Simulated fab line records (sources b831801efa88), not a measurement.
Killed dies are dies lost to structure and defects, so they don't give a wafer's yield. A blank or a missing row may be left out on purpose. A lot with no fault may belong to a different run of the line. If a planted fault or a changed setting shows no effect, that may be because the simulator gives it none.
Lot-split experiment :: flow sky130 :: 23 wafers read from 5 lots, route of 708 steps

== SPLIT DETAILS ==
At SKY_METAL3_EXPOSE_10 (exposes mask MM3, target cd 300 nm), the setting dose_mj was moved away from the recipe's 28 on 7 of the 23 wafers read, by -2.5% to +5.6%. The other wafers ran this setting at the recipe's value.

== FROM THE SPLIT TO THE READING: what the file shows between them, 2 steps ==
- SKY_METAL3_PEB_11
- SKY_METAL3_DEVELOP_12: develop time 60 s

== THE READING ==
cd_nm at SKY_METAL3_CD_MEAS_13, given in nm (cd target 300 nm). A value of 299.7 nm with a standard deviation of 1.4 nm is what fault-free wafers of this fab line usually give.

wafer: L074.1
tool, chamber at the split: krf_scanner-01, 0
dose_mj as run: 28
against the recipe: recipe
cd_nm, nm: 296.8
against lot-mates on the recipe: -

wafer: L074.3
tool, chamber at the split: krf_scanner-01, 0
dose_mj as run: 28
against the recipe: recipe
cd_nm, nm: 297.0
against lot-mates on the recipe: -

wafer: L074.4
tool, chamber at the split: krf_scanner-01, 0
dose_mj as run: 28
against the recipe: recipe
cd_nm, nm: 297.9
against lot-mates on the recipe: -

wafer: L074.5
tool, chamber at the split: krf_scanner-01, 0
dose_mj as run: 28
against the recipe: recipe
cd_nm, nm: 298.6
against lot-mates on the recipe: -

wafer: L074.6
tool, chamber at the split: krf_scanner-01, 0
dose_mj as run: 28
against the recipe: recipe
cd_nm, nm: 297.3
against lot-mates on the recipe: -

wafer: L079.4
tool, chamber at the split: krf_scanner-01, 0
dose_mj as run: 28
against the recipe: recipe
cd_nm, nm: 300.6
against lot-mates on the recipe: -

wafer: L079.5
tool, chamber at the split: krf_scanner-01, 0
dose_mj as run: 28
against the recipe: recipe
cd_nm, nm: 299.5
against lot-mates on the recipe: -

wafer: L079.6
tool, chamber at the split: krf_scanner-01, 0
dose_mj as run: 28
against the recipe: recipe
cd_nm, nm: 299.1
against lot-mates on the recipe: -

wafer: L082.1
tool, chamber at the split: krf_scanner-01, 0
dose_mj as run: 28
against the recipe: recipe
cd_nm, nm: 298.0
against lot-mates on the recipe: -

wafer: L082.2
tool, chamber at the split: krf_scanner-01, 0
dose_mj as run: 28
against the recipe: recipe
cd_nm, nm: 298.6
against lot-mates on the recipe: -

wafer: L082.4
tool, chamber at the split: krf_scanner-01, 0
dose_mj as run: 27.3
against the recipe: -2.5%
cd_nm, nm: 304.0
against lot-mates on the recipe: +5.8

wafer: L082.5
tool, chamber at the split: krf_scanner-01, 0
dose_mj as run: 28
against the recipe: recipe
cd_nm, nm: 297.9
against lot-mates on the recipe: -

wafer: L082.6
tool, chamber at the split: krf_scanner-01, 0
dose_mj as run: 27.3
against the recipe: -2.5%
cd_nm, nm: 304.1
against lot-mates on the recipe: +5.9

wafer: L083.1
tool, chamber at the split: krf_scanner-01, 0
dose_mj as run: 29.35
against the recipe: +4.8%
cd_nm, nm: 293.9
against lot-mates on the recipe: -6.5

wafer: L083.2
tool, chamber at the split: krf_scanner-01, 0
dose_mj as run: 29.35
against the recipe: +4.8%
cd_nm, nm: 291.7
against lot-mates on the recipe: -8.7

wafer: L083.3
tool, chamber at the split: krf_scanner-01, 0
dose_mj as run: 28
against the recipe: recipe
cd_nm, nm: 300.9
against lot-mates on the recipe: -

wafer: L083.4
tool, chamber at the split: krf_scanner-01, 0
dose_mj as run: 28
against the recipe: recipe
cd_nm, nm: 299.5
against lot-mates on the recipe: -

wafer: L083.5
tool, chamber at the split: krf_scanner-01, 0
dose_mj as run: 28
against the recipe: recipe
cd_nm, nm: 300.9
against lot-mates on the recipe: -

wafer: L084.1
tool, chamber at the split: krf_scanner-01, 0
dose_mj as run: 29.56
against the recipe: +5.6%
cd_nm, nm: 292.6
against lot-mates on the recipe: -9.9

wafer: L084.2
tool, chamber at the split: krf_scanner-01, 0
dose_mj as run: 28
against the recipe: recipe
cd_nm, nm: 302.8
against lot-mates on the recipe: -

wafer: L084.3
tool, chamber at the split: krf_scanner-01, 0
dose_mj as run: 29.56
against the recipe: +5.6%
cd_nm, nm: 291.9
against lot-mates on the recipe: -10.7

wafer: L084.5
tool, chamber at the split: krf_scanner-01, 0
dose_mj as run: 29.56
against the recipe: +5.6%
cd_nm, nm: 293.8
against lot-mates on the recipe: -8.8

wafer: L084.6
tool, chamber at the split: krf_scanner-01, 0
dose_mj as run: 28
against the recipe: recipe
cd_nm, nm: 302.3
against lot-mates on the recipe: -

FIT RESULTS
A straight line over all 23 wafers: cd_nm changes by -1.31 nm for each +1% of dose_mj; r = -0.89; the points scatter about the line by 1.7 nm.
The same after taking each lot's own level away (the mean of its wafers on the recipe; 23 wafers): -1.78 nm for each +1%; r = -0.98; scatter 0.82 nm.
On that fit, the largest move of dose_mj shifts the reading by 9.9 nm.
From 297.52 to 302.55 nm: that is the span of the lots' own levels, equal to 3.6 times the standard deviation above.
In other words, the slope is changed by the lot-to-lot level; the two fits disagree.
Check: -9.65 nm against its lot-mates is what the line predicts for one of the wafers moved furthest among these (+5.6%) when that wafer is left out of the fit. Against them it came out at -9.95 nm.

== FURTHER SPLITS ON THESE WAFERS ==
These wafers also went through other splits before the reading. Each is held against what the fit with the lots' levels taken away leaves over:
other split on the same wafers: SKY_CAPM_COAT_07 spin_rpm
wafers away from the commonest value: 8
r with cd_nm (lot level and that fit taken away): +0.23

== THE WHOLE CHAIN: every reading that the file lists as answering this split, in the file's order ==
step: SKY_METAL3_CD_MEAS_13
what it does: target cd 300 nm
reading: cd_nm
change (the file's fit): -1.75 nm for each +1% of the setting
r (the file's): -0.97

step: SKY_METAL3_DESCUM_15
what it does: chemistry O2, time 8 s
reading: METAL3.cd_nm (the simulator's own value, which no gauge read)
change (the file's fit): -1.69 nm for each +1% of the setting
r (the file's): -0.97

== THE FILE'S OWN FIT ==
cd_nm changes by -1.75 nm for each +1% of dose_mj, r = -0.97.
